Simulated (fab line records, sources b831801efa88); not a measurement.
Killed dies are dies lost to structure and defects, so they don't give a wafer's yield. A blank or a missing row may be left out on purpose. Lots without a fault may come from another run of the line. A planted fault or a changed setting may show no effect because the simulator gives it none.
fab line records | flow gf180mcu
record lots=5 wafers=15 last_day=33
route steps=602 shown NSD@262 PSD@263 SAB@264 SALICIDE@278 CONTACT@287
lots that met no fault: from a run of the same line without faults
start_h: hours from the record's first day to the start of the lot's first wafer shown | wait_h: hours since the lot's step before | " the same as in the row above | L1.1+2: a row that stands for several wafers | - no value, or no start given | * or withheld: withheld | < > ~ a bound
route shown NAME@n: a module of which the file shows steps, and the number in the route of the first | usual: mean/standard deviation of fault-free wafers | same: alike in all rows | chamber/n: place in a boat | sites: the reading at each site | _std_site: their standard deviation | _edge_site: outer sites' mean less inner sites' | radius_mm: how far each site lies from the wafer's centre | mask NAME#n: copy n | behind: the tool/chamber that last shaped the wafer | hold: why the lot was held/for how many hours/how that ended | device: the transistor (n, p or np) that didn't switch | end of line: the same wafers' tests at the end of the route | a step without rows: its recipe alone | killed: dies lost to structure and defects at the first sort, not the wafer's yield | map: a wafer's dies, x killed, . not, _ none there
set.NAME: the setting as run; set.NAME@STEP: as run at that earlier step | model.NAME: the simulator's own value behind a step, which no gauge read
lots at some steps of the route; a table a step, a row a wafer
services: from which hour (start_h, from the record's first day; less than 0 if before it) a tool's chamber was out of use, for how many hours, and why
## steps
# step GF_PSD_RS_MEAS_14
# recipe thk_meas_gauge=four-point-probe
# usual NSD_RS=46.13/0.084
# columns lot.wafer tool chamber start_h wait_h NSD_RS[ohm/sq]
L082.1 film_metro-01 - 389.19 0.1 46.10
L082.2 " - " " 46.11
L082.4 " - " " 46.02
L083.1 film_metro-03 - 396.60 0.1 46.10
L083.4 " - " " 46.13
L083.5 " - " " 46.07
L085.3 film_metro-03 - 410.93 0.1 46.06
L085.4 " - " " 46.14
L085.6 " - " " 46.12
L087.1 film_metro-01 - 425.49 0.1 46.10
L087.2 " - " " 46.08
L087.4 " - " " 46.03
L092.4 film_metro-03 - 466.80 0.1 46.12
L092.5 " - " " 46.11
L092.6 " - " " 46.13
# step GF_PSD_RS_MEAS_15
# recipe thk_meas_gauge=four-point-probe
# usual PSD_RS=107.61/0.27
# columns lot.wafer tool chamber start_h wait_h PSD_RS[ohm/sq]
L082.1 film_metro-01 - 389.31 0.1 107.30
L082.2 " - " " 107.60
L082.4 " - " " 107.36
L083.1 film_metro-03 - 396.72 0.1 107.56
L083.4 " - " " 107.39
L083.5 " - " " 107.68
L085.3 film_metro-03 - 411.05 0.1 107.67
L085.4 " - " " 107.90
L085.6 " - " " 107.73
L087.1 film_metro-01 - 425.61 0.1 107.27
L087.2 " - " " 106.95
L087.4 " - " " 107.11
L092.4 film_metro-03 - 466.92 0.1 107.35
L092.5 " - " " 106.88
L092.6 " - " " 107.53
# step GF_SAB_CVD_00
# recipe material=SiO2 target_thk_nm=50 precursor=TEOS temp_c=400 time_s=4.9302 rf_w=600
# usual heater_power_outer_w=415/58 heater_power_w=703/80
# columns lot.wafer tool chamber start_h wait_h heater_power_outer_w heater_power_w
L082.1 pecvd-03 2 389.43 0.1 313 643
L082.2 " 1 " " 436 677
L082.4 " 2 " " 325 644
L083.1 pecvd-01 0 396.84 0.1 391 728
L083.4 " 1 " " 384 622
L083.5 " 0 " " 401 733
L085.3 pecvd-01 2 411.13 0.1 478 868
L085.4 " 1 " " 343 591
L085.6 " 0 " " 392 707
L087.1 pecvd-03 2 425.73 0.1 361 697
L087.2 " 0 " " 333 581
L087.4 " 0 " " 324 609
L092.4 pecvd-01 1 466.99 0.0 444 723
L092.5 " 0 " " 333 629
L092.6 " 2 " " 508 883
# step GF_SAB_THK_MEAS_01
# recipe reads=SiO2_of_SAB_CVD_00
# usual SAB_CVD_00_THK=50.0/0.79
# columns lot.wafer tool chamber start_h wait_h SAB_CVD_00_THK[nm]
L082.1 film_metro-02 - 389.45 0.0 49.6
L082.2 " - " " 49.9
L082.4 " - " " 50.0
L083.1 film_metro-04 - 396.86 0.0 50.5
L083.4 " - " " 51.1
L083.5 " - " " 51.1
L085.3 film_metro-04 - 411.17 0.0 50.8
L085.4 " - " " 50.9
L085.6 " - " " 50.8
L087.1 film_metro-02 - 425.75 0.0 50.2
L087.2 " - " " 48.8
L087.4 " - " " 49.7
L092.4 film_metro-01 - 467.03 0.0 51.2
L092.5 " - " " 50.1
L092.6 " - " " 51.5
# step GF_SAB_DEHYDRATE_02
# recipe temp_c=200 time_s=60
# columns lot.wafer tool chamber start_h wait_h
L082.1+2+4 litho_track-02 0 399.69 10.2
L083.1+4+5 litho_track-03 0 407.64 10.8
L085.3+4+6 litho_track-03 0 422.14 11.0
L087.1+2+4 litho_track-03 0 437.44 11.7
L092.4+5+6 litho_track-01 0 478.29 11.3
# step GF_SAB_HMDS_03
# recipe prime_time_s=60 prime_temp_c=120
# columns lot.wafer tool chamber start_h wait_h
L082.1+2+4 litho_track-02 0 399.84 0.1
L083.1+4+5 litho_track-03 0 407.79 0.1
L085.3+4+6 litho_track-03 0 422.29 0.1
L087.1+2+4 litho_track-03 0 437.59 0.1
L092.4+5+6 litho_track-01 0 478.44 0.1
# step GF_SAB_COAT_04
# recipe resist=NOVOLAK spin_rpm=3000 resist_thk_nm=1000
# columns lot.wafer tool chamber start_h wait_h
L082.1+2+4 litho_track-02 0 399.99 0.1
L083.1+4+5 litho_track-03 0 407.94 0.1
L085.3+4+6 litho_track-03 0 422.44 0.1
L087.1+2+4 litho_track-03 0 437.74 0.1
L092.4+5+6 litho_track-01 0 478.59 0.1
# step GF_SAB_SOFTBAKE_05
# recipe temp_c=90 time_s=60 resist=NOVOLAK
# columns lot.wafer tool chamber start_h wait_h
L082.1+2+4 litho_track-02 0 400.14 0.1
L083.1+4+5 litho_track-03 0 408.09 0.1
L085.3+4+6 litho_track-03 0 422.59 0.1
L087.1+2+4 litho_track-03 0 437.89 0.1
L092.4+5+6 litho_track-01 0 478.74 0.1
# step GF_SAB_EXPOSE_06
# recipe mask_id=SAB target_cd_nm=420 na=0.6 source_shape=conventional sigma_outer=0.6 dose_mj=140
# columns lot.wafer tool chamber start_h wait_h mask
L082.1+2+4 iline_stepper-01 0 - - SAB#0
L083.1+4+5 iline_stepper-02 0 - - SAB#0
L085.3+4+6 iline_stepper-01 0 - - SAB#0
L087.1+2+4 iline_stepper-02 0 - - SAB#0
L092.4+5+6 iline_stepper-02 0 - - SAB#0
# step GF_SAB_PEB_07
# recipe temp_c=withheld time_s=* resist=NOVOLAK
# columns lot.wafer tool chamber start_h wait_h
L082.1+2+4 litho_track-03 0 - -
L083.1+4+5 litho_track-03 0 - -
L085.3+4+6 litho_track-01 0 - -
L087.1+2+4 litho_track-03 0 - -
L092.4+5+6 litho_track-01 0 - -
# step GF_SAB_DEVELOP_08
# recipe develop_time_s=60 dev_temp_c=23
# same develop_time_s=60
# columns lot.wafer tool chamber start_h wait_h
L082.1+2+4 litho_track-03 0 412.04 0.1
L083.1+4+5 litho_track-03 0 419.54 0.1
L085.3+4+6 litho_track-01 0 434.07 0.1
L087.1+2+4 litho_track-03 0 449.89 0.1
L092.4+5+6 litho_track-01 0 491.09 0.1
# step GF_SAB_CD_MEAS_09
# recipe target_cd_nm=420
# usual cd_nm=419.4/2.1
# columns lot.wafer tool chamber start_h wait_h cd_nm
L082.1 cd_sem-01 - 412.19 0.1 419.7
L082.2 " - " " 419.6
L082.4 " - " " 419.1
L083.1 cd_sem-02 - 419.69 0.1 420.4
L083.4 " - " " 422.2
L083.5 " - " " 419.6
L085.3 cd_sem-02 - 434.21 0.1 421.3
L085.4 " - " " 423.4
L085.6 " - " " 423.0
L087.1 cd_sem-02 - 450.04 0.1 419.5
L087.2 " - " " 419.8
L087.4 " - " " 417.3
L092.4 cd_sem-02 - 491.23 0.1 419.7
L092.5 " - " " 418.8
L092.6 " - " " 419.0
# step GF_SAB_OVL_MEAS_10
# usual SAB_OVL=-0.4/1.4
# columns lot.wafer tool chamber start_h wait_h SAB_OVL[nm]
L082.1 overlay-02 - 412.31 0.1 -0.6
L082.2 " - " " 0.1
L082.4 " - " " -1.0
L083.1 overlay-01 - 419.81 0.1 -1.4
L083.4 " - " " -2.1
L083.5 " - " " -3.6
L085.3 overlay-01 - 434.30 0.1 1.7
L085.4 " - " " 1.0
L085.6 " - " " 2.5
L087.1 overlay-01 - 450.16 0.1 -1.3
L087.2 " - " " 0.1
L087.4 " - " " -1.1
L092.4 overlay-02 - 491.31 0.1 0.2
L092.5 " - " " -0.2
L092.6 " - " " 0.0
# step GF_SAB_ETCH_11
# recipe chemistry=C4F8/O2/Ar mask_material=NOVOLAK target=SiO2 target_depth_nm=55 source_w=1500 bias_w=1200 pressure_mtorr=40 c4f8_flow_sccm=withheld O2_flow_sccm=6 Ar_flow_sccm=300 time_s=8.5
# usual oes_product_au=0.996/0.009
# columns lot.wafer tool chamber start_h wait_h oes_product_au rf_hours_counter_h
L082.1 rie_diel-02 1 412.35 0.0 0.998 46
L082.2 " 3 " " 0.998 8
L082.4 " 2 " " 0.984 61
L083.1 rie_diel-01 2 419.85 0.0 0.998 10
L083.4 " 3 " " 0.986 15
L083.5 " 0 " " 0.996 -
L085.3 rie_diel-02 3 434.33 0.0 1.005 8
L085.4 " 1 " " 1.004 -
L085.6 " 2 " " 0.996 -
L087.1 rie_diel-02 0 450.20 0.0 0.992 0
L087.2 " 3 " " 0.986 8
L087.4 " 2 " " 0.975 62
L092.4 rie_diel-03 0 491.34 0.0 0.987 -
L092.5 " 1 " " 1.004 -
L092.6 " 3 " " 0.990 -
# step GF_SAB_WET_ETCH_12
# recipe chemistry=dHF target_depth_nm=22 dry=n2_spin target=SiO2 temp_c=25 dilution=100:1 time_s=440
# columns lot.wafer tool chamber start_h wait_h
L082.1+2+4 wet_bench-02 0 412.37 0.0
L083.1+4+5 wet_bench-02 3 419.87 0.0
L085.3+4+6 wet_bench-03 3 434.35 0.0
L087.1+2+4 wet_bench-02 3 450.22 0.0
L092.4+5+6 wet_bench-04 2 491.35 0.0
# step GF_SAB_STRIP_13
# recipe chemistry=O2/N2 power_w=1400 pressure_mtorr=1500 platen_temp_c=250 o2_flow_sccm=3000 n2_flow_sccm=300 overash_fraction=0.5
# usual drypump_motor_current_A=5.7/0.52 heater_power_w=312/22 oes_product_au=0.709/0.0046 strip_time_to_endpoint_s=12.59/0.035
# columns lot.wafer tool chamber start_h wait_h drypump_motor_current_A heater_power_w oes_product_au rf_hours_counter_h strip_time_to_endpoint_s
L082.1 plasma_asher-04 1 412.50 0.0 5.2 296 0.704 64 12.65
L082.2 " 0 " " 6.0 324 0.714 64 12.64
L082.4 " 0 " " 6.0 322 0.712 - 12.67
L083.1 plasma_asher-01 0 420.13 0.0 6.0 317 0.703 31 12.57
L083.4 " 0 " " 5.9 327 0.708 - 12.63
L083.5 " 1 " " 5.5 333 0.706 - 12.61
L085.3 plasma_asher-04 1 434.51 0.0 5.2 302 0.705 - 12.58
L085.4 " 0 " " 6.0 328 0.711 - 12.59
L085.6 " 0 " " 6.0 325 0.706 - 12.58
L087.1 plasma_asher-04 1 450.35 0.0 5.2 294 0.700 68 12.59
L087.2 " 0 " " 6.0 322 0.709 68 12.60
L087.4 " 1 " " 5.2 299 0.713 - 12.56
L092.4 plasma_asher-01 1 491.51 0.0 5.5 329 0.710 - 12.58
L092.5 " 0 " " 5.9 331 0.712 - 12.54
L092.6 " 1 " " 5.5 338 0.717 - 12.53
# step GF_SALICIDE_CLEAN_00
# recipe chemistry=SC1/SC2 mix=1:4:20 temp_c=70 time_s=150
# columns lot.wafer tool chamber start_h wait_h
L082.1+2+4 wet_bench-01 1 412.60 0.1
L083.1+4+5 wet_bench-01 1 420.23 0.1
L085.3+4+6 wet_bench-03 0 434.58 0.0
L087.1+2+4 wet_bench-04 2 450.45 0.1
L092.4+5+6 wet_bench-04 2 491.58 0.0
# step GF_SALICIDE_WET_ETCH_01
# recipe chemistry=dHF target_depth_nm=5 dry=ipa_marangoni target=SiO2 temp_c=25 dilution=100:1 time_s=100
# columns lot.wafer tool chamber start_h wait_h
L082.1+2+4 wet_bench-03 0 412.65 0.0
L083.1+4+5 wet_bench-01 2 420.28 0.0
L085.3+4+6 wet_bench-01 3 434.63 0.0
L087.1+2+4 wet_bench-03 3 450.50 0.0
L092.4+5+6 wet_bench-01 3 491.63 0.0
# step GF_SALICIDE_SPUTTER_02
# recipe material=Co target_thk_nm=10 power_w=1000 time_s=20 chamber_pressure_pa=0.4
# usual throttle_valve_pct=30.0/0.79
# columns lot.wafer tool chamber start_h wait_h throttle_valve_pct
L082.1 pvd_sputter-02 - 412.69 0.0 30.0
L082.2 " - " " 30.2
L082.4 " - " " 30.0
L083.1 pvd_sputter-02 - 420.31 0.0 30.3
L083.4 " - " " 28.8
L083.5 " - " " 28.6
L085.3 pvd_sputter-01 - 434.66 0.0 29.7
L085.4 " - " " 29.5
L085.6 " - " " 29.6
L087.1 pvd_sputter-03 - 450.53 0.0 31.7
L087.2 " - " " 30.7
L087.4 " - " " 29.4
L092.4 pvd_sputter-01 - 491.67 0.0 29.6
L092.5 " - " " 30.2
L092.6 " - " " 29.8
# step GF_SALICIDE_SPUTTER_03
# recipe material=TiN target_thk_nm=20 power_w=6500 time_s=16.7 chamber_pressure_pa=0.4
# usual throttle_valve_pct=29.9/0.75
# columns lot.wafer tool chamber start_h wait_h throttle_valve_pct
L082.1 pvd_sputter-02 - 412.72 0.0 30.3
L082.2 " - " " 30.0
L082.4 " - " " 29.9
L083.1 pvd_sputter-02 - 420.34 0.0 30.4
L083.4 " - " " 28.7
L083.5 " - " " 29.0
L085.3 pvd_sputter-01 - 434.69 0.0 29.8
L085.4 " - " " 29.2
L085.6 " - " " 29.4
L087.1 pvd_sputter-03 - 450.56 0.0 31.5
L087.2 " - " " 30.6
L087.4 " - " " 29.6
L092.4 pvd_sputter-01 - 491.69 0.0 29.9
L092.5 " - " " 30.1
L092.6 " - " " 29.7
# step GF_SALICIDE_RS_MEAS_04
# recipe thk_meas_gauge=four-point-probe reads=TiN_of_SALICIDE_SPUTTER_03+Co_of_SALICIDE_SPUTTER_02
# usual SALICIDE_TIN_RS=16.3/0.33
# columns lot.wafer tool chamber start_h wait_h SALICIDE_TIN_RS[ohm/sq]
L082.1 film_metro-04 - 412.74 0.0 15.9
L082.2 " - " " 16.3
L082.4 " - " " 16.2
L083.1 film_metro-04 - 420.37 0.0 16.5
L083.4 " - " " 16.7
L083.5 " - " " 16.6
L085.3 film_metro-04 - 434.76 0.1 16.1
L085.4 " - " " 16.3
L085.6 " - " " 16.0
L087.1 film_metro-01 - 450.59 0.0 16.6
L087.2 " - " " 16.4
L087.4 " - " " 16.1
L092.4 film_metro-04 - 491.78 0.1 16.5
L092.5 " - " " 16.5
L092.6 " - " " 16.4
# step GF_SALICIDE_THK_MEAS_05
# recipe thk_meas_gauge=xrf reads=TiN_of_SALICIDE_SPUTTER_03
# usual SALICIDE_TIN_THK=20.1/0.31
# columns lot.wafer tool chamber start_h wait_h SALICIDE_TIN_THK[nm]
L082.1 film_metro-04 - 412.86 0.1 20.1
L082.2 " - " " 20.3
L082.4 " - " " 20.9
L083.1 film_metro-04 - 420.49 0.1 20.4
L083.4 " - " " 20.0
L083.5 " - " " 20.0
L085.3 film_metro-04 - 434.86 0.1 19.8
L085.4 " - " " 20.4
L085.6 " - " " 20.0
L087.1 film_metro-01 - 450.71 0.1 19.5
L087.2 " - " " 19.8
L087.4 " - " " 19.7
L092.4 film_metro-04 - 491.87 0.1 19.7
L092.5 " - " " 20.0
L092.6 " - " " 19.9
# step GF_SALICIDE_RTA_06
# recipe temp_c=530 time_s=30 ambient=N2
# usual chamber_o2_ppm=1.997/0.018 lamp_power_pct=5.9/0.42 wafer_temp_C_max=533.5/0.8
# columns lot.wafer tool chamber start_h wait_h chamber_o2_ppm lamp_power_pct wafer_temp_C_max
L082.1 rtp_anneal-02 0 412.92 0.1 2.006 6.2 533.8
L082.2 " 0 " " 1.996 6.2 532.6
L082.4 " 0 " " 1.991 6.2 533.5
L083.1 rtp_anneal-02 0 420.55 0.1 1.989 6.2 534.0
L083.4 " 0 " " 1.984 6.2 533.5
L083.5 " 0 " " 1.963 6.2 533.2
L085.3 rtp_anneal-02 0 434.93 0.1 1.973 6.2 533.1
L085.4 " 0 " " 1.985 6.2 532.7
L085.6 " 0 " " 1.986 6.2 532.8
L087.1 rtp_anneal-02 0 450.77 0.1 2.009 6.2 533.5
L087.2 " 0 " " 1.989 6.2 533.2
L087.4 " 0 " " 1.991 6.2 533.5
L092.4 rtp_anneal-01 0 492.00 0.1 1.990 5.4 536.1
L092.5 " 0 " " 2.013 5.4 534.1
L092.6 " 0 " " 2.012 5.4 533.8
# step GF_SALICIDE_WET_ETCH_07
# recipe chemistry=SPM target_depth_nm=120 dry=n2_spin
# columns lot.wafer tool chamber start_h wait_h
L082.1+2+4 wet_bench-04 3 413.02 0.1
L083.1+4+5 wet_bench-04 1 420.65 0.1
L085.3+4+6 wet_bench-01 1 435.00 0.1
L087.1+2+4 wet_bench-01 2 450.87 0.1
L092.4+5+6 wet_bench-01 3 492.10 0.1
# step GF_SALICIDE_RTA_08
# recipe temp_c=800 time_s=30 ambient=N2
# usual chamber_o2_ppm=1.999/0.02 lamp_power_pct=16.1/1.2 wafer_temp_C_max=805.4/1.3
# columns lot.wafer tool chamber start_h wait_h chamber_o2_ppm lamp_power_pct wafer_temp_C_max
L082.1 rtp_anneal-01 0 413.11 0.0 1.982 15.0 806.9
L082.2 " 0 " " 2.020 15.0 805.9
L082.4 " 0 " " 1.981 14.9 805.7
L083.1 rtp_anneal-01 0 420.75 0.0 2.015 15.0 808.2
L083.4 " 0 " " 1.983 15.0 805.7
L083.5 " 0 " " 1.966 15.0 806.8
L085.3 rtp_anneal-02 0 435.12 0.0 1.977 17.3 804.6
L085.4 " 0 " " 1.964 17.3 804.4
L085.6 " 0 " " 1.995 17.3 806.7
L087.1 rtp_anneal-01 0 450.97 0.0 2.022 14.9 805.7
L087.2 " 0 " " 1.976 15.0 805.9
L087.4 " 0 " " 1.975 14.9 806.0
L092.4 rtp_anneal-02 0 492.25 0.1 1.993 17.3 804.8
L092.5 " 0 " " 1.984 17.3 803.8
L092.6 " 0 " " 1.988 17.3 804.5
# step GF_CONTACT_CVD_00
# recipe material=SiO2 target_thk_nm=300 sigma_open_frac=0.3 temp_c=400 time_s=50 sih4_flow_sccm=62.79 pressure_mtorr=6
# columns lot.wafer tool chamber start_h wait_h
L082.1+2+4 hdpcvd-01 0,1,1 413.21 0.1
L083.1+4+5 hdpcvd-01 1,1,2 420.85 0.1
L085.3+4+6 hdpcvd-01 0,0,1 435.19 0.1
L087.1+2+4 hdpcvd-02 0,1,1 451.07 0.1
L092.4+5+6 hdpcvd-01 0,1,2 492.32 0.1
# step GF_CONTACT_THK_MEAS_01
# recipe reads=SiO2_of_CONTACT_CVD_00
# usual CONTACT_CVD_00_THK=313/3.1
# columns lot.wafer tool chamber start_h wait_h CONTACT_CVD_00_THK[nm]
L082.1 film_metro-02 - 413.28 0.0 302
L082.2 " - " " 311
L082.4 " - " " 309
L083.1 film_metro-04 - 420.89 0.0 312
L083.4 " - " " 309
L083.5 " - " " 311
L085.3 film_metro-02 - 435.25 0.0 309
L085.4 " - " " 311
L085.6 " - " " 309
L087.1 film_metro-04 - 451.11 0.0 315
L087.2 " - " " 317
L087.4 " - " " 315
L092.4 film_metro-04 - 492.37 0.0 313
L092.5 " - " " 311
L092.6 " - " " 310
# step GF_CONTACT_CVD_02
# recipe material=SiO2 target_thk_nm=860 precursor=TEOS temp_c=400 time_s=95.992 rf_w=600
# usual heater_power_outer_w=418/64 heater_power_w=689/70
# columns lot.wafer tool chamber start_h wait_h heater_power_outer_w heater_power_w
L082.1 pecvd-04 0 413.34 0.1 383 764
L082.2 " 1 " " 342 566
L082.4 " 1 " " 363 598
L083.1 pecvd-02 0 420.95 0.1 471 701
L083.4 " 1 " " 526 761
L083.5 " 2 " " 359 642
L085.3 pecvd-03 1 435.29 0.0 426 654
L085.4 " 1 " " 448 697
L085.6 " 0 " " 270 535
L087.1 pecvd-03 2 451.17 0.1 428 784
L087.2 " 1 " " 439 710
L087.4 " 1 " " 473 720
L092.4 pecvd-02 1 492.44 0.1 394 617
L092.5 " 0 " " 481 693
L092.6 " 2 " " 462 787
# step GF_CONTACT_THK_MEAS_03
# recipe reads=SiO2_of_CONTACT_CVD_02
# usual CONTACT_CVD_02_THK=861/13
# columns lot.wafer tool chamber start_h wait_h CONTACT_CVD_02_THK[nm]
L082.1 film_metro-03 - 413.41 0.0 852
L082.2 " - " " 857
L082.4 " - " " 874
L083.1 film_metro-02 - 421.02 0.0 845
L083.4 " - " " 887
L083.5 " - " " 872
L085.3 film_metro-04 - 435.38 0.1 850
L085.4 " - " " 871
L085.6 " - " " 883
L087.1 film_metro-03 - 451.24 0.0 849
L087.2 " - " " 843
L087.4 " - " " 860
L092.4 film_metro-03 - 492.50 0.0 870
L092.5 " - " " 861
L092.6 " - " " 863
# step GF_CONTACT_CMP_04
# recipe material=SiO2 down_force_psi=4 platen_rpm=60 pad_velocity_m_s=0.94248
# usual motor_current_A=12.7/1.3 time_to_endpoint_s=114/6.4
# columns lot.wafer tool chamber start_h wait_h motor_current_A time_to_endpoint_s
L082.1 cmp-02 3 413.47 0.1 11.8 111
L082.2 " 0 " " 12.7 111
L082.4 " 2 " " 15.8 116
L083.1 cmp-02 0 421.08 0.1 12.8 103
L083.4 " 1 " " 12.8 124
L083.5 " 0 " " 12.3 116
L085.3 cmp-01 0 435.47 0.1 12.5 112
L085.4 " 1 " " 13.4 118
L085.6 " 0 " " 12.9 126
L087.1 cmp-01 0 451.30 0.1 13.0 113
L087.4 " 1 " " 12.8 113
L087.2 " 3 " " 12.8 112
L092.4 cmp-01 2 492.89 0.4 11.3 118
L092.6 " 2 " " 10.6 113
L092.5 " 3 " " 12.1 117
# step GF_CONTACT_BOW_MEAS_05
# recipe mode=bow
# usual CONTACT_BOW=65/6.2
# columns lot.wafer tool chamber start_h wait_h CONTACT_BOW[um]
L082.1 film_metro-02 - 413.77 0.2 64
L082.2 " - " " 66
L082.4 " - " " 72
L083.1 film_metro-04 - 421.38 0.2 67
L083.4 " - " " 61
L083.5 " - " " 63
L085.3 film_metro-03 - 435.76 0.2 56
L085.4 " - " " 75
L085.6 " - " " 69
L087.1 film_metro-02 - 451.60 0.2 64
L087.2 " - " " 56
L087.4 " - " " 64
L092.4 film_metro-03 - 493.25 0.3 66
L092.5 " - " " 59
L092.6 " - " " 62
# step GF_CONTACT_DEHYDRATE_06
# recipe temp_c=200 time_s=60
# columns lot.wafer tool chamber start_h wait_h
L082.1+2+4 litho_track-04 0 423.90 10.1
L083.1+4+5 litho_track-03 0 432.69 11.3
L085.3+4+6 litho_track-01 0 447.47 11.7
L087.1+2+4 litho_track-01 0 463.67 12.0
L092.4+5+6 litho_track-04 0 504.23 11.0
# step GF_CONTACT_HMDS_07
# recipe prime_time_s=60 prime_temp_c=120
# columns lot.wafer tool chamber start_h wait_h
L082.1+2+4 litho_track-04 0 424.05 0.1
L083.1+4+5 litho_track-03 0 432.84 0.1
L085.3+4+6 litho_track-01 0 447.62 0.1
L087.1+2+4 litho_track-01 0 463.82 0.1
L092.4+5+6 litho_track-04 0 504.38 0.1
# step GF_CONTACT_COAT_08
# recipe resist=BARC temp_c=withheld time_s=withheld spin_rpm=withheld resist_thk_nm=withheld
# columns lot.wafer tool chamber start_h wait_h
L082.1+2+4 litho_track-04 0 424.20 0.1
L083.1+4+5 litho_track-03 0 432.99 0.1
L085.3+4+6 litho_track-01 0 447.77 0.1
L087.1+2+4 litho_track-01 0 463.97 0.1
L092.4+5+6 litho_track-04 0 504.53 0.1
# step GF_CONTACT_COAT_09
# recipe resist=KrF spin_rpm=withheld resist_thk_nm=1000
# columns lot.wafer tool chamber start_h wait_h
L082.1+2+4 litho_track-04 0 - -
L083.1+4+5 litho_track-03 0 - -
L085.3+4+6 litho_track-01 0 - -
L087.1+2+4 litho_track-01 0 - -
L092.4+5+6 litho_track-04 0 - -
# step GF_CONTACT_SOFTBAKE_10
# recipe temp_c=130 time_s=60 resist=KrF
# columns lot.wafer tool chamber start_h wait_h
L082.1+2+4 litho_track-04 0 - -
L083.1+4+5 litho_track-03 0 - -
L085.3+4+6 litho_track-01 0 - -
L087.1+2+4 litho_track-01 0 - -
L092.4+5+6 litho_track-04 0 - -
# step GF_CONTACT_EXPOSE_11
# recipe mask_id=Contact target_cd_nm=220 na=0.68 source_shape=conventional sigma_outer=0.6 dose_mj=38
# columns lot.wafer tool chamber start_h wait_h mask
L082.1+2+4 krf_scanner-02 0 - - Contact#0
L083.1+4+5 krf_scanner-02 0 - - Contact#0
L085.3+4+6 krf_scanner-02 0 - - Contact#0
L087.1+2+4 krf_scanner-01 0 - - Contact#0
L092.4+5+6 krf_scanner-02 0 - - Contact#0
# step GF_CONTACT_PEB_12
# recipe peb_temp_c=135 peb_time_s=94.08 resist=KrF
# usual plate_sensor_t_centre_C=136.13/0.009 plate_sensor_t_edge_C=136.29/0.01
# columns lot.wafer tool chamber start_h wait_h plate_sensor_t_centre_C plate_sensor_t_edge_C
L082.1 litho_track-04 0 - - 136.13 136.29
L082.2 " 0 " " 136.13 136.27
L082.4 " 0 " " 136.14 136.3
L083.1 litho_track-04 0 - - 136.13 136.3
L083.4 " 0 " " 136.13 136.3
L083.5 " 0 " " 136.13 136.3
L085.3 litho_track-03 0 - - 136.13 136.3
L085.4 " 0 " " 136.13 136.29
L085.6 " 0 " " 136.13 136.27
L087.1 litho_track-01 0 - - 136.12 136.3
L087.2 " 0 " " 136.14 136.29
L087.4 " 0 " " 136.11 136.31
L092.4 litho_track-04 0 - - 136.13 136.29
L092.5 " 0 " " 136.13 136.3
L092.6 " 0 " " 136.13 136.31
# step GF_CONTACT_DEVELOP_13
# recipe develop_time_s=60 resist=KrF dev_temp_c=21
# same develop_time_s=60
# columns lot.wafer tool chamber start_h wait_h
L082.1+2+4 litho_track-04 0 436.55 0.2
L083.1+4+5 litho_track-04 0 445.95 0.2
L085.3+4+6 litho_track-03 0 460.09 0.1
L087.1+2+4 litho_track-01 0 476.22 0.2
L092.4+5+6 litho_track-04 0 516.48 0.1
# step GF_CONTACT_CD_MEAS_14
# recipe target_cd_nm=220
# usual cd_nm=220.2/1.4
# columns lot.wafer tool chamber start_h wait_h cd_nm
L082.1 cd_sem-01 - 436.70 0.1 218.7
L082.2 " - " " 218.7
L082.4 " - " " 220.4
L083.1 cd_sem-02 - 446.10 0.1 222.3
L083.4 " - " " 221.8
L083.5 " - " " 221.4
L085.3 cd_sem-01 - 460.23 0.1 220.0
L085.4 " - " " 219.8
L085.6 " - " " 218.7
L087.1 cd_sem-02 - 476.37 0.1 218.1
L087.2 " - " " 218.0
L087.4 " - " " 217.9
L092.4 cd_sem-01 - 516.61 0.1 221.6
L092.5 " - " " 222.8
L092.6 " - " " 221.0
# step GF_CONTACT_OVL_MEAS_15
# usual CONTACT_OVL=0/5.3
# columns lot.wafer tool chamber start_h wait_h CONTACT_OVL[nm]
L082.1 overlay-01 - 436.82 0.1 -3
L082.2 " - " " -1
L082.4 " - " " 4
L083.1 overlay-01 - 446.22 0.1 -7
L083.4 " - " " -10
L083.5 " - " " -11
L085.3 overlay-02 - 460.32 0.1 -2
L085.4 " - " " 0
L085.6 " - " " 3
L087.1 overlay-01 - 476.49 0.1 -6
L087.2 " - " " -3
L087.4 " - " " 0
L092.4 overlay-01 - 516.69 0.1 5
L092.5 " - " " -1
L092.6 " - " " -4
# step GF_CONTACT_ETCH_16
# recipe chemistry=N2/H2 target_depth_a=withheld overetch_a=withheld time_s=withheld target=BARC ion_energy_ev=200 source_w=500 bias_w=100 pressure_mtorr=30 n2_flow_sccm=100 h2_flow_sccm=200
# usual drypump_motor_current_A=5.86/0.27 oes_product_au=0.855/0.0052 throttle_valve_pct=13.224/0.0089
# columns lot.wafer tool chamber start_h wait_h drypump_motor_current_A oes_product_au throttle_valve_pct
L082.1 rie_diel-02 2 436.86 0.0 5.50 0.850 13.217
L082.2 " 1 " " 6.01 0.841 13.231
L082.4 " 3 " " 6.04 0.857 13.208
L083.1 rie_diel-03 0 446.26 0.0 5.70 0.860 13.206
L083.4 " 3 " " 5.84 0.857 13.215
L083.5 " 1 " " 5.34 0.853 13.220
L085.3 rie_diel-02 0 460.35 0.0 6.22 0.851 13.224
L085.4 " 2 " " 5.49 0.865 13.233
L085.6 " 3 " " 6.07 0.850 13.224
L087.1 rie_diel-02 3 476.53 0.0 6.08 0.866 13.225
L087.2 " 2 " " 5.45 0.850 13.227
L087.4 " 0 " " 6.19 0.861 13.222
L092.4 rie_diel-02 2 516.71 0.0 5.46 0.858 13.226
L092.5 " 2 " " 5.46 0.847 13.249
L092.6 " 3 " " 6.05 0.854 13.213
## services
# columns tool chamber start_h hours kind
hdpcvd-01 0 372.13 2.6 repair
rie_diel-02 0 376.65 1.6 repair
pvd_sputter-02 - 384.33 19.3 repair
iline_stepper-01 - 391.57 3.1 repair
krf_scanner-02 - 391.71 1.0 pm
pecvd-03 - 392.99 1.1 repair
pvd_sputter-03 - 396.19 19.5 repair
cmp-01 - 397.95 1.9 repair
plasma_asher-01 - 398.89 7.6 repair
rie_diel-03 3 401.70 5.7 repair
krf_scanner-02 - 404.90 4.4 pm
hdpcvd-01 2 412.12 6.4 repair
wet_bench-03 - 416.50 5.3 repair
cmp-01 - 420.77 2.0 repair
krf_scanner-02 - 440.94 1.3 pm
krf_scanner-02 - 442.24 0.8 pm
hdpcvd-01 - 449.97 2.8 repair
krf_scanner-02 - 456.72 3.6 pm
iline_stepper-02 - 462.38 1.7 pm
cmp-01 - 478.25 12.6 pm
hdpcvd-01 0 481.89 4.4 repair
rie_diel-02 3 493.02 6.4 repair
pecvd-03 2 499.57 49.0 repair
krf_scanner-02 - 503.23 0.8 repair
## key
fault none
